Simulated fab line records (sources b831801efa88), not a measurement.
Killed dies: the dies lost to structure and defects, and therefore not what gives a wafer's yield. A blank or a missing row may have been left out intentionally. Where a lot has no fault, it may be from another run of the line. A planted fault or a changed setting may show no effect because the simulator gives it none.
Chamber matching	flow sky130	cmp-01 running SKY_CONTACT_CMP_04: 4 sister chambers
The step polishes SiO2. 8 wafers are shown with their chamber, then 8 later ones without.

== WAFERS WITH THEIR CHAMBER ==
wafer	chamber	time-to-endpoint-s (s)	motor-current-A (A)
L597.3	2	89	13.2
L598.3	2	84	13.1
L602.3	3	78	12.3
L603.2	3	80	12.6
L603.4	1	80	12.8
L603.5	0	81	13.8
L607.4	1	77	13.2
L608.1	0	77	13.2

== WAFERS WITHOUT THEIR CHAMBER ==
wafer	time-to-endpoint-s (s)	motor-current-A (A)
L608.4	75	13.7
L608.5	77	13.9
L609.3	81	13.0
L609.4	82	12.3
L609.5	80	13.3
L614.3	71	14.4
L614.4	80	13.4
L614.5	78	13.1

== WHICH CHAMBER EACH WENT THROUGH ==
wafer	from the rows above	in truth
L608.4	can't be placed: 0 or 1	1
L608.5	can't be placed: 0 or 1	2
L609.3	can't be placed: 1 or 0 or 3 or 2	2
L609.4	can't be placed: 3 or 1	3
L609.5	can't be placed: 0 or 1 or 2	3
L614.3	can't be placed: 0 or 1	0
L614.4	can't be placed: 0 or 1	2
L614.5	can't be placed: 1 or 0 or 3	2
Correctly placed: 0 of 8. From these rows, 8 cannot be placed; in 4 the true chamber is one of the candidates. Wrongly placed: 0.
How it was worked out, from the rows above alone: a wafer's distance from a chamber is the root of the sum, over the readings, of the square of ((its reading less the chamber's mean) divided by the reading's scatter). If the next closest chamber is less than 2 further off than the closest, the wafer can't be placed; otherwise it belongs to the closest. The mean given for a chamber averages the wafers shown for that chamber. The scatter is the square root of a quotient: the sum, over the shown wafers, of each reading's squared deviation from its chamber's mean, divided by wafers minus chambers.
